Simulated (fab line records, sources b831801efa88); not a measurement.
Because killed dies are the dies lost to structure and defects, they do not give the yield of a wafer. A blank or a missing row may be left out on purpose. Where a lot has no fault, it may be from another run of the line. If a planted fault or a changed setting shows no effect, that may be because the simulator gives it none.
Which tool was responsible?    flow gf180mcu    6 lots, 18 wafers sampled, at 2 steps of a route of 602

WHAT EACH GAUGE READ, for each wafer
GF_STI_THK_MEAS_22.
lot   measured     on             STI_OXIDATION_01_THK (nm)
L553  day 3 00:08  film metro-01  14.76 14.67 14.72
L555  day 3 12:35  film metro-02  14.72 14.99 15.00
L559  day 4 07:22  film metro-01  14.59 14.44 14.28
L561  day 4 16:38  film metro-01  - - -
L565  day 5 13:16  film metro-01  15.35 15.52 15.45
L571  day 6 20:28  film metro-03  15.31 15.09 15.04

TOOL THAT RAN EACH LOT (tool first, then ch and the chambers of the sampled wafers, then the start)
lot   GF_STI_CVD_03
L553  lpcvd-02 ch 0, day 2 08:31
L555  lpcvd-02 ch 1, day 2 17:47
L559  lpcvd-02 ch 1, day 3 14:01
L561  lpcvd-02 ch 1, day 4 00:17
L565  lpcvd-01 ch 1, day 4 19:34
L571  lpcvd-02 ch 0, day 6 01:34
- GF_STI_CVD_03: deposits Si3N4 from DCS/NH3, target thk 207.16 nm, time 3551 s.

THE ANSWER, worked out from the rows above alone
Rule: the lots themselves supply what counts as usual. Put in order of their means at a reading, lots are off if they are a third of the lots or fewer, leave a main group of 4 or more, and stand apart from it by a gap of 3 or more times the standard deviation of the main group's means; of several such gaps the widest counts. Not used: any main group whose means are identical at the precision the tables above print for the reading. A lot without any number at a reading at which 4 lots or more have one is off too. Any other lot the step has rows for is counted as sound.
Off: L561, seen at GF_STI_THK_MEAS_22 (STI_OXIDATION_01_THK). Without a number there: L561. The main group has a mean of 14.93 nm with a standard deviation of 0.35.
A tool fits if, at a process step before that reading, it ran every lot that is off, and no sound lot after the first of them. The gauges at GF_STI_THK_MEAS_22 are tried like those tools. None of those tried fits.

WHAT THE SIMULATOR PUT IN
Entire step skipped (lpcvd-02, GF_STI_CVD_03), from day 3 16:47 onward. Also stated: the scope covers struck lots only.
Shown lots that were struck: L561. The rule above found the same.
